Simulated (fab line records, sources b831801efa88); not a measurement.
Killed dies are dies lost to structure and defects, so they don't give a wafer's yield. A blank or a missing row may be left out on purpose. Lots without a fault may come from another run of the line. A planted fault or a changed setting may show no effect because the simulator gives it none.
A struck lot beside a sound one | flow sky130 | 18 steps out of a route of 708
Sound: wafers L689.2, L689.5, L689.6. Struck: wafer L699.3. (L699.4, L699.6 of the same lot were not struck and are left out.) The cause comes at the end.
At each step with rows: each side's tool, then ch and its chambers, then its first start. Under that, the readings that differ: sound wafers | struck wafers | difference of the means | sigmas: that difference in standard deviations of wafers without a fault.
alike: readings whose means differ by less than 2 such deviations, and words and numbers that are the same on both sides. not compared: withheld readings, readings that some wafer has no value for, bounds like >300 that may hide the same value, and numbers for which the record gives no deviation and whose values overlap.
The two part at a step that has a row with sigmas, a row that says differs or no value, or rows on one side only. Numbers that don't overlap but have no deviation are shown without sigmas and don't part them. A reading that every wafer of one side lacks parts them only if that side has two wafers or more.

first, 9 steps without rows for these wafers: SKY_CAP2M_CLEAN_17 (cleans in O3/DIW); SKY_METAL4_DEHYDRATE_05 (time 60 s); SKY_METAL4_HMDS_06 (prime time 60 s); SKY_METAL4_COAT_07 (resist thk 60 nm); SKY_METAL4_COAT_08 (resist thk 1140 nm); SKY_METAL4_SOFTBAKE_09 (time 90 s); SKY_METAL4_EXPOSE_10 (exposes mask MM4, target cd 300 nm); SKY_METAL4_PEB_11; SKY_METAL4_DEVELOP_12 (develop time 60 s).
SKY_METAL4_CD_MEAS_13: target cd 300 nm.
  sound on cd_sem-02, day 43 10:46; struck on cd_sem-01, day 46 01:58
  alike: cd_nm
SKY_METAL4_OVL_MEAS_14:
  sound on overlay-01, day 43 10:52; struck on overlay-01, day 46 02:04
  alike: METAL4_OVL
SKY_METAL4_DESCUM_15: chemistry O2, time 8 s.
  sound on rie_metal-03 ch 0,1, day 43 10:54; struck on rie_metal-03 ch 1, day 46 02:06
  alike: drypump_motor_current_A, oes_product_au
  not compared: rf_hours_counter_h
SKY_METAL4_ETCH_16: etches BARC in N2/H2, stops on SiO2, time 88.2 s, target depth 60 nm.
  sound on rie_metal-03 ch 0,1, day 43 10:56; struck on rie_metal-03 ch 1, day 46 02:09
  reading                                       | sound                | struck | difference | sigmas
  oes_product_au (a.u.)                         | 0.631 0.632 0.619    | 1.010  | +0.383     | +81
  run_length_s (s)                              | 116.8 116.0 116.5    | 55.9   | -60.5      | -67
  throttle_valve_pct (%)                        | 13.189 13.218 13.206 | 13.259 | +0.055     | +6
  model.KrF-thick_of_METAL4_COAT_08.thk_nm (nm) | 1071 1071 1074       | 1116   | +44        |
  model.etch.depth_nm (nm)                      | 60.29 60.33 60.35    | 48.11  | -12.21     |
  model.METAL4.cd_nm (nm)                       | 300.2 299 298.6      | 310.6  | +11.3      |
  alike: drypump_motor_current_A
  not compared: rf_hours_counter_h
SKY_METAL4_ETCH_17: etches SiO2 in C4F8/O2/Ar, stops on TiN, time 3.9 s, target depth 15 nm.
  sound on rie_diel-04 ch 1,2,3, day 43 11:02; struck on rie_diel-04 ch 1, day 46 02:13
  reading               | sound             | struck | difference | sigmas
  oes_product_au (a.u.) | 0.749 0.761 0.755 | 0.397  | -0.358     | -51
  not compared: rf_hours_counter_h
SKY_METAL4_METAL_ETCH_18: etches the open film in Cl2/BCl3, stops on SiO2, target depth 845 nm, time 183.1 s.
  sound on rie_metal-04 ch 0,1, day 43 11:02; struck on rie_metal-04 ch 1, day 46 02:17
  reading                                       | sound             | struck | difference | sigmas
  oes_product_au (a.u.)                         | 0.865 0.868 0.864 | 0.410  | -0.456     | -64
  model.KrF-thick_of_METAL4_COAT_08.thk_nm (nm) | 511.3 510.9 526.3 | 569.4  | +53.2      |
  model.METAL4.cd_nm (nm)                       | 299.5 301.4 308.9 | 311.7  | +8.4       |
  alike: drypump_motor_current_A, run_length_s, throttle_valve_pct
  not compared: rf_hours_counter_h
SKY_METAL4_STRIP_19: strips in O2/N2.
  sound on plasma_asher-01 ch 0,1, day 43 11:13; struck on plasma_asher-02 ch 1, day 46 02:27
  reading                      | sound             | struck | difference | sigmas
  oes_product_au (a.u.)        | 0.496 0.500 0.501 | 0.525  | +0.026     | +4
  strip_time_to_endpoint_s (s) | 6.39 6.38 6.51    | 6.97   | +0.54      | +6
  alike: drypump_motor_current_A
  not compared: rf_hours_counter_h
then, 1 step without rows for these wafers: SKY_METAL4_STRIP_20 (strips in post etch residue remover, time 1200 s).
-- the record jumps here: 3 days lie between the struck wafers' starts before and after (it left off in module METAL4 and takes up again in module PAD_OPEN, whose first step shown is number 708 of the route) --
SKY_PAD_OPEN_PROBE_99:
  sound on prober-02, day 47 04:55; struck on prober-02, day 49 12:11
  reading                  | sound          | struck | difference | sigmas
  defect_limited_yield (%) | 82.3 86.0 85.8 | 12.0   | -72.7      | -38
  killed_at_M4_up          | 2 2 4          | 359    | +356       | +99 or more
  killed_at_front_end      | 13 13 7        | 24     | +13        | +3
  killed_dies              | 87 69 70       | 433    | +358       | +39
  killed_on_rim            | 23 17 13       | 95     | +77        | +19
  alike: killed_at_M0_to_M3, killed_at_contacts, killed_at_other, killed_open, killed_short

WHERE THEY PART
First at SKY_METAL4_ETCH_16; last, within this record, at SKY_PAD_OPEN_PROBE_99.

WHY: what the simulator had put in
Process parameter drift: rie_metal-03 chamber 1, from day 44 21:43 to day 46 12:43, at SKY_METAL4_ETCH_16. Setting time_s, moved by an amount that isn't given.
